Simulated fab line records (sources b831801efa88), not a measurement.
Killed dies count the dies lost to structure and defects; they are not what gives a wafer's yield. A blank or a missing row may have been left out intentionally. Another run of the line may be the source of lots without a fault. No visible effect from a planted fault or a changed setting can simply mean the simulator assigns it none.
fab line records ; flow sky130
record: lots: 4; wafers: 12; lastDay: 49
route steps=708 shown METAL2@490 VIA2@507 PAD_OPEN@708
lots that met no fault: taken from a fault-free run of the same line
startH: hours from the record's opening day to when the first of the lot's shown wafers began ; waitH: how many hours have passed since the lot's step before this one ; " the same as in the row above ; L1.1+2: a row that stands for several wafers ; - no value, or no start given ; * or withheld: withheld ; < > ~ a bound
route shown NAME@n: NAME is a module with steps in the file, n the number in the route of the first one ; usual: average and standard deviation across the fault-free wafers ; same: alike in all rows ; chamber/n: place in a boat ; sites: each site's reading ; _std_site: the standard deviation of these ; _edge_site: the outer-site mean with the inner-site mean subtracted ; radiusMm: for every site, how far away it sits from the centre of the wafer ; mask NAME#n: copy n ; behind: the tool/chamber that last shaped the wafer ; hold: the reason the lot was held/the length of the hold in hours/how it ended ; device: the transistor (n, p or np) that didn't switch ; end of line: tests of these same wafers at the route's end ; a step given without rows: its recipe and nothing more ; killed: at the first sort, the dies lost to defects and structure; wafer yield is something else ; map: shows each die of a wafer: x if killed, . if not, _ if none is there
set.NAME: the run value of the setting; set.NAME@STEP: its run value at that earlier step ; model.NAME: the simulator's own value behind a step, which no gauge read
certain route steps with their lots: each step a table, each wafer a row
services: from which hour (startH, from the record's first day; less than 0 if before it) a tool's chamber was out of use, for how many hours, and why
== steps ==
step: SKY_METAL2_DEHYDRATE_07
recipe: tempC: 200; timeS: 60
step: SKY_METAL2_HMDS_08
recipe: primeTimeS: 60; primeTempC: 120
step: SKY_METAL2_COAT_09
recipe: resist: BARC; tempC: withheld; timeS: withheld; spinRpm: 3000; resistThkNm: 60
step: SKY_METAL2_COAT_10
recipe: resist: KrF-thick; spinRpm: 3000; resistThkNm: 450
step: SKY_METAL2_SOFTBAKE_11
recipe: tempC: 100; timeS: 90; resist: KrF-thick
step: SKY_METAL2_EXPOSE_12
recipe: maskId: MM2; na: 0.8; sourceShape: annular; sigmaInner: 0.55; sigmaOuter: 0.85; targetCdNm: 140; doseMj: 28
step: SKY_METAL2_PEB_13
recipe: pebTempC: withheld; pebTimeS: withheld; resist: KrF-thick
step: SKY_METAL2_DEVELOP_14
recipe: developTimeS: 60; resist: KrF-thick; devTempC: 21
step: SKY_METAL2_DESCUM_17
recipe: chemistry: O2; sourcePowerW: 150; biasPowerW: 0; pressureMtorr: 10; tempC: 40; timeS: 8
step: SKY_METAL2_ETCH_18
recipe: chemistry: N2/H2; target: BARC; ionEnergyEv: 200; biasW: 100; pressureMtorr: 30; n2FlowSccm: 100; h2FlowSccm: 200; icpW: 500; stopOn: SiO2; timeS: 45.9; targetDepthA: 600
usual: drypumpMotorCurrentA: 5.48/0.27; h2FlowSccm: 200.1/0.55; oesProductAu: 0.855/0.0049; throttleValvePct: 13.225/0.0084
lot.wafer;tool;chamber;startH;waitH;drypumpMotorCurrentA;h2FlowSccm;oesProductAu;rfHoursCounterH;throttleValvePct
L226.1;rieMetal-02;1;858.52;0.0;5.41;200.3;0.857;3;13.231
L226.3;rieMetal-02;0;858.52;0.0;5.64;199.8;0.857;-;13.219
L226.4;rieMetal-02;1;858.52;0.0;5.39;200.0;0.854;-;13.225
L234.1;rieMetal-02;1;920.10;0.0;5.39;199.8;0.850;6;13.212
L234.3;rieMetal-02;0;920.10;0.0;5.68;201.1;0.860;-;13.227
L234.5;rieMetal-02;0;920.10;0.0;5.65;200.0;0.843;-;13.214
L235.1;rieMetal-02;1;922.96;0.0;5.38;199.1;0.859;6;13.223
L235.2;rieMetal-02;0;922.96;0.0;5.64;200.3;0.847;4;13.224
L235.5;rieMetal-02;0;922.96;0.0;5.63;200.3;0.857;-;13.231
L237.1;rieMetal-01;0;935.27;0.0;5.46;199.7;0.861;3;13.233
L237.2;rieMetal-01;1;935.27;0.0;5.25;200.6;0.854;11;13.226
L237.6;rieMetal-01;1;935.27;0.0;5.25;200.4;0.860;-;13.222
step: SKY_METAL2_METAL_ETCH_19
recipe: targetDepthA: 3600; stopOn: SiO2; overEtchFrac: 0.3; timeS: 78; chemistry: Cl2/BCl3; resistSidewallDeg: 88; pressureMtorr: 10; icpW: 900; biasW: 48.5; Cl2_flow_sccm: 60; bcl3FlowSccm: 30
step: SKY_METAL2_STRIP_20
recipe: chemistry: O2/N2; powerW: 1400; pressureMtorr: 1500; platenTempC: withheld; o2FlowSccm: 3000; n2FlowSccm: 300; overashFraction: 0.5
step: SKY_METAL2_STRIP_21
recipe: chemistry: postEtchResidueRemover; timeS: 1200; tempC: 72.5
step: SKY_METAL2_CLEAN_22
recipe: chemistry: IPA; timeS: 180; tempC: 25
step: SKY_METAL2_CLEAN_23
recipe: chemistry: O3/DIW; dry: n2Spin
step: SKY_VIA2_HDPCVD_00
recipe: material: SiO2; targetThkNm: 1180; sigmaOpenFrac: 0.3; timeS: 196.7; tempC: 400; sih4FlowSccm: 60; pressureMtorr: 6
step: SKY_VIA2_CMP_02
recipe: material: SiO2; downForcePsi: 4; platenRpm: 60; padVelocityMS: 0.94248
step: SKY_VIA2_DEHYDRATE_04
recipe: tempC: 200; timeS: 60
step: SKY_VIA2_HMDS_05
recipe: primeTimeS: 60; primeTempC: 120
step: SKY_VIA2_COAT_06
recipe: resist: BARC; tempC: withheld; timeS: withheld; spinRpm: 3000; resistThkNm: 60
step: SKY_VIA2_COAT_07
recipe: resist: KrF-thick; spinRpm: 3000; resistThkNm: 450
step: SKY_VIA2_SOFTBAKE_08
recipe: tempC: 100; timeS: 90; resist: KrF-thick
step: SKY_VIA2_EXPOSE_09
recipe: maskId: VIM2; na: 0.8; sourceShape: annular; sigmaInner: 0.55; sigmaOuter: 0.85; targetCdNm: 200; doseMj: 38
step: SKY_VIA2_PEB_10
recipe: pebTempC: withheld; pebTimeS: withheld; resist: KrF-thick
step: SKY_VIA2_DEVELOP_11
recipe: developTimeS: 60; resist: KrF-thick; devTempC: 21
step: SKY_VIA2_ETCH_14
recipe: chemistry: N2/H2; target: BARC; ionEnergyEv: 200; sourceW: 500; biasW: 100; pressureMtorr: 30; n2FlowSccm: 100; h2FlowSccm: 200; stopOn: SiO2; timeS: 45.9; targetDepthA: 600
step: SKY_VIA2_ETCH_15
recipe: target: SiO2; chemistry: C4F8/O2/Ar; targetDepthNm: 546; stopOn: TiN; maskMaterial: KrF-thick; sourceW: 1500; biasW: 1200; pressureMtorr: 40; c4f8FlowSccm: withheld; O2_flow_sccm: 6; Ar_flow_sccm: 300; timeS: 84
step: SKY_VIA2_STRIP_16
recipe: chemistry: O2/N2; powerW: 1400; pressureMtorr: 1500; platenTempC: withheld; o2FlowSccm: 3000; n2FlowSccm: 300; overashFraction: 0.5
step: SKY_VIA2_STRIP_17
recipe: chemistry: postEtchResidueRemover; timeS: 1200; tempC: 72.5
step: SKY_VIA2_CLEAN_18
recipe: chemistry: IPA; timeS: 180; tempC: 25
step: SKY_VIA2_CLEAN_19
recipe: chemistry: O3/DIW; dry: n2Spin
step: SKY_VIA2_SPUTTER_20
recipe: material: TiN; targetThkNm: 20; chamberPressurePa: 5; powerW: 4000; timeS: 80
step: SKY_VIA2_CVD_21
recipe: material: W; targetThkNm: 420; timeS: 126.4; tempC: 400; pressureTorr: 40
step: SKY_PAD_OPEN_PROBE_99
usual: defectLimitedYield: 82.4/2; killed_at_M0_to_M3: 44/7.4; killed_at_M4_up: 3.1/1.8; killedAtContacts: 24/5.6; killedAtFrontEnd: 15/4.9; killedAtOther: 0.4/0.59; killedDies: 87/9.8; killedOnRim: 17/4; killedOpen: 47/7.2; killedShort: 39/6.8; sort_bin_3_pad_short: 0.9/0.41; sort_bin_5_function: 10.3/1.6; sort_bin_6_memory: 6.5/1.1; sortNPass: 405/9.8; sortYieldPct: 82.4/2
same: grossDies: 492; killedAtBackSide: 0; sort_bin_4_leakage[%]: 0; sort_bin_8_speed[%]: 0
lot.wafer;tool;chamber;startH;waitH;hold;defectLimitedYield[%];killed_at_M0_to_M3;killed_at_M4_up;killedAtContacts;killedAtFrontEnd;killedAtOther;killedDies;killedOnRim;killedOpen;killedShort;sort_bin_3_pad_short[%];sort_bin_5_function[%];sort_bin_6_memory[%];sortNPass;sortYieldPct[%];model.etest.tester.sortNPass;model.etest.tester.sortYieldPct;model.etest.tester.sort_bin_5_pct;model.etest.tester.sort_bin_3_pct
L226.1;prober-02;-;1109.09;0.1;-;80.7;37;8;22;28;0;95;18;49;45;0.6;12.0;6.7;397;80.7;397;80.69;11.99;0.6098
L226.3;prober-02;-;1109.19;0.2;-;79.3;55;2;22;22;1;102;17;45;55;0.8;12.6;7.3;390;79.3;390;79.27;12.6;0.813
L226.4;prober-02;-;1109.24;0.2;-;81.7;46;2;24;16;2;90;16;52;36;0.8;10.8;6.7;402;81.7;402;81.71;10.77;0.813
L234.1;prober-02;-;1154.48;0.1;awaitDispo/3.3h/release;74.8;86;2;22;13;1;124;27;54;42;2.8;14.6;7.7;368;74.8;368;74.8;14.63;2.846
L234.3;prober-02;-;1154.58;0.2;awaitDispo/3.3h/release;71.7;92;3;22;20;2;139;29;50;44;2.8;17.1;8.3;353;71.7;353;71.75;17.07;2.846
L234.5;prober-02;-;1154.68;0.2;awaitDispo/3.3h/release;75.2;78;2;27;14;1;122;23;42;36;2.2;14.8;7.7;370;75.2;370;75.2;14.84;2.236
L235.1;prober-01;-;1155.42;0.1;awaitDispo/4.1h/release;76.2;76;3;26;11;1;117;30;44;44;3.0;14.2;6.5;375;76.2;375;76.22;14.23;3.049
L235.2;prober-01;-;1155.47;0.1;awaitDispo/4.1h/release;77.2;76;3;19;13;1;112;25;42;31;2.4;13.2;7.1;380;77.2;380;77.24;13.21;2.439
L235.5;prober-01;-;1155.62;0.2;awaitDispo/4.1h/release;75.6;82;2;26;10;0;120;32;42;37;2.2;14.4;7.7;372;75.6;372;75.61;14.43;2.236
L237.1;prober-01;-;1165.29;0.1;-;88.0;35;1;16;7;0;59;12;31;28;0.4;6.5;5.1;433;88.0;433;88.01;6.504;0.4065
L237.2;prober-01;-;1165.34;0.1;-;83.5;45;0;24;12;0;81;9;56;25;0.6;10.0;5.9;411;83.5;411;83.54;9.959;0.6098
L237.6;prober-01;-;1165.54;0.2;-;78.9;64;1;24;15;0;104;22;68;36;0.4;11.2;9.6;388;78.9;388;78.86;11.18;0.4065
killed by level:class
L226.1 VIA1:geometricParticle:open=16 POLY_GATE:geometricParticle:short=9 CONTACT:geometricParticle:open=6 LI_CONTACT:geometricParticle:short=6 LI_CONTACT:geometricParticle:open=6 METAL4:geometricParticle:short=6 FIELD_ISO:geometricParticle:open=5 VIA2:geometricParticle:open=5
L226.3 METAL2:geometricParticle:short=10 VIA2:geometricParticle:open=10 VIA1:geometricParticle:short=9 CONTACT:geometricParticle:open=8 CONTACT:geometricParticle:short=6 VIA2:geometricParticle:short=5 FIELD_ISO:geometricParticle:short=5 METAL1:geometricParticle:short=5
L226.4 CONTACT:geometricParticle:open=12 VIA1:geometricParticle:open=10 VIA2:geometricParticle:open=9 VIA3:geometricParticle:open=8 METAL1:geometricParticle:short=7 FIELD_ISO:geometricParticle:short=4 LI_CONTACT:geometricParticle:short=4 LI_CONTACT:geometricParticle:open=4
L234.1 METAL2:unspecified=28 VIA1:geometricParticle:open=18 VIA3:geometricParticle:open=8 LI_CONTACT:geometricParticle:open=7 METAL2:geometricParticle:short=7 VIA2:geometricParticle:open=6 VIA1:geometricParticle:short=6 LOCAL_INTERCONNECT:geometricParticle:short=5
L234.3 METAL2:unspecified=45 VIA1:geometricParticle:open=12 LI_CONTACT:geometricParticle:open=10 VIA3:geometricParticle:open=7 POLY_GATE:geometricParticle:open=6 METAL2:geometricParticle:short=6 METAL1:geometricParticle:short=5 FIELD_ISO:geometricParticle:short=4
L234.5 METAL2:unspecified=43 VIA1:geometricParticle:open=11 LI_CONTACT:geometricParticle:open=7 LOCAL_INTERCONNECT:geometricParticle:short=6 CONTACT:geometricParticle:open=6 METAL1:geometricParticle:short=5 VIA2:geometricParticle:open=5 POLY_GATE:geometricParticle:short=4
L235.1 METAL2:unspecified=29 VIA1:geometricParticle:open=16 CONTACT:geometricParticle:open=9 METAL2:geometricParticle:short=8 LOCAL_INTERCONNECT:geometricParticle:short=7 VIA2:geometricParticle:open=6 CONTACT:geometricParticle:short=6 VIA1:geometricParticle:short=5
L235.2 METAL2:unspecified=39 VIA1:geometricParticle:open=8 CONTACT:geometricParticle:open=7 CONTACT:geometricParticle:short=6 METAL1:geometricParticle:short=6 VIA2:geometricParticle:open=6 POLY_GATE:geometricParticle:short=5 LI_CONTACT:geometricParticle:open=5
L235.5 METAL2:unspecified=40 VIA1:geometricParticle:open=8 LI_CONTACT:geometricParticle:open=7 VIA2:geometricParticle:open=7 LI_CONTACT:geometricParticle:short=6 CONTACT:geometricParticle:open=5 VIA1:geometricParticle:short=5 LOCAL_INTERCONNECT:geometricParticle:short=4
L237.1 VIA1:geometricParticle:open=8 METAL1:geometricParticle:short=6 LOCAL_INTERCONNECT:geometricParticle:short=5 VIA2:geometricParticle:open=5 LI_CONTACT:geometricParticle:open=4 CONTACT:geometricParticle:open=4 VIA1:geometricParticle:short=4 VIA3:geometricParticle:open=3
L237.2 VIA1:geometricParticle:open=13 CONTACT:geometricParticle:open=9 VIA2:geometricParticle:open=9 LI_CONTACT:geometricParticle:open=8 VIA3:geometricParticle:open=7 METAL2:geometricParticle:short=6 FIELD_ISO:geometricParticle:open=4 LOCAL_INTERCONNECT:geometricParticle:short=4
L237.6 VIA1:geometricParticle:open=27 LI_CONTACT:geometricParticle:open=9 CONTACT:geometricParticle:open=9 METAL2:geometricParticle:short=8 VIA2:geometricParticle:open=8 FIELD_ISO:geometricParticle:short=7 VIA3:geometricParticle:open=7 METAL1:geometricParticle:short=6
map L234.3 (x killed, . not)
__________x.x..xxxxx_________
________.....x.xxxxxxx_______
______....x..x.xxxxxxxxx_____
_____...xx.....xxxxxxxxxx____
____.......xx.xxxxxxxx..x.___
___..x.........xxxxx...xx..__
__.x......x...x...xxx.x....x_
_x..x...x.x.x...........xxx.x
_.........xx.x...............
_...x.xx..........x..x.x..x..
_.x.xx.x...x......x..x.x..xx.
_x....x......xx..x...........
_.xxx..x.....................
_........x.......xx.....xxx..
_......xxxx.....x............
__...x....x....x............_
___................x...x.x.__
____.....x..x..xx.......x.___
_____.x..x..x......x.....____
______..x.xx.x..x....x.x_____
________........x....._______
__________.x...x...._________
map L235.5 (x killed, . not)
__________....xxxxxx_________
________.......xxxxxxx_______
______x.x.......xxxxxxxx_____
_____.x.xxxx....xxxxxxxxx____
____..x..xx...xxx.xxxxxx.x___
___..............x.x.......__
__..x..xx.....x...x.x...x..._
_xx..x.......x.....x..x..x...
_..x..x.x.......x..x.x..x....
_x...x.........x......x......
_x........x........x.x.x.....
_...............x..........x.
_......x.x.x....x...x.......x
_x.......x......x......xx....
_............x........x......
__.x............x..x.....x.._
___x...x.x.......x.........__
____.x.x.xx.x...........x.___
_____.......x........x...____
______.x........x..x...._____
________.x........x..._______
__________x....x...._________
== services ==
tool;chamber;startH;hours;kind
rieMetal-01;0;844.13;-;clean
rieMetal-01;0;844.13;19.7;scheduledDown
rieMetal-01;0;844.13;19.7;ventCycle
rieMetal-02;-;924.23;14.6;pm
== key ==
firstSign: step: SKY_PAD_OPEN_PROBE_99; reading: killed_at_M0_to_M3; direction: up; sigmas: 5.1; usual: 44; struck: 82
effect: step: SKY_PAD_OPEN_PROBE_99; reading: sort_bin_3_pad_short; direction: up; sigmas: 4.2; usual: 0.9; struck: 2.6
modelEffect: step: SKY_PAD_OPEN_PROBE_99; value: etest.tester.sortNPass; without: 402.3; struck: 369.7
metAt SKY_METAL2_ETCH_18
struckWafers L234.1,L234.3,L234.5,L235.1,L235.2,L235.5
onsetBetween 858.52 920.10
fault: kind: chamberParticleSource; tool: rieMetal-02; chamber: -; onsetH: 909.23; steps: SKY_METAL2_ETCH_18; ratePerVisitCm2: 1.0169; endH: 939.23
